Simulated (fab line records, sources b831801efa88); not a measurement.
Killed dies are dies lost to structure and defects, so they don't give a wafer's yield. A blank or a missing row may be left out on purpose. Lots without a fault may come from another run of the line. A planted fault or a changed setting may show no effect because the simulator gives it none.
Chamber matching | flow gf180mcu | GF_CONTACT_CMP_04 on cmp-02: 4 sister chambers
The step polishes SiO2. 20 wafers are shown with their chamber, then 10 later ones without.

WAFERS WITH THEIR CHAMBER
wafer  | chamber | motor_current_A (A) | time_to_endpoint_s (s)
L585.2 | 1       | 13.4                | 107
L585.3 | 2       | 12.4                | 114
L585.5 | 1       | 12.7                | 111
L586.1 | 1       | 12.6                | 122
L586.2 | 0       | 11.6                | 113
L586.3 | 2       | 11.7                | 125
L587.1 | 2       | 11.8                | 114
L587.3 | 3       | 11.8                | 101
L587.6 | 3       | 10.9                | 108
L589.2 | 1       | 13.0                | 112
L589.3 | 0       | 11.4                | 117
L589.6 | 2       | 11.6                | 124
L590.3 | 3       | 12.0                | 107
L590.5 | 0       | 11.3                | 109
L590.6 | 3       | 11.4                | 109
L596.1 | 2       | 11.8                | 113
L596.5 | 3       | 11.8                | 115
L596.6 | 2       | 12.4                | 122
L601.1 | 2       | 11.9                | 123
L601.3 | 3       | 11.8                | 111

SIGNATURES (means of the wafers above)
reading            | chamber 0 | chamber 1 | chamber 2 | chamber 3 | scatter within a chamber
motor_current_A    | 11.433    | 12.925    | 11.943    | 11.617    | 0.343
time_to_endpoint_s | 113.00    | 113.00    | 119.29    | 108.50    | 5.2
Rule: a wafer's distance from a chamber is the root of the sum, over the readings, of the square of ((its reading less the chamber's mean) divided by the reading's scatter). The wafer belongs to the nearest chamber; if the next one is less than 2 further off, it can't be placed. The scatter: the root of (the sum of the squares of (reading less its chamber's mean) over the shown wafers, divided by (wafers less chambers)).

WAFERS WITHOUT THEIR CHAMBER
wafer  | motor_current_A (A) | time_to_endpoint_s (s)
L601.4 | 11.6                | 113
L603.4 | 11.8                | 118
L603.5 | 12.9                | 124
L603.6 | 11.9                | 112
L604.2 | 11.2                | 128
L604.3 | 12.5                | 119
L604.6 | 11.6                | 126
L606.1 | 11.0                | 124
L606.3 | 12.5                | 117
L606.6 | 12.7                | 127

WHICH CHAMBER EACH WENT THROUGH
wafer  | from the rows above               | in truth
L601.4 | can't be placed: 0 or 3 or 2      | 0
L603.4 | can't be placed: 2 or 0 or 3      | 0
L603.5 | can't be placed: 1 or 2           | 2
L603.6 | can't be placed: 3 or 0 or 2 or 1 | 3
L604.2 | can't be placed: 2 or 0 or 3      | 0
L604.3 | can't be placed: 2 or 1 or 3 or 0 | 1
L604.6 | can't be placed: 2 or 0 or 3      | 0
L606.1 | can't be placed: 0 or 2 or 3      | 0
L606.3 | can't be placed: 1 or 2 or 3 or 0 | 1
L606.6 | can't be placed: 2 or 1 or 0      | 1
Placed correctly: 0 of 10. Can't be placed from these rows: 10 (the true chamber is among the candidates in 10). Placed wrongly: 0.
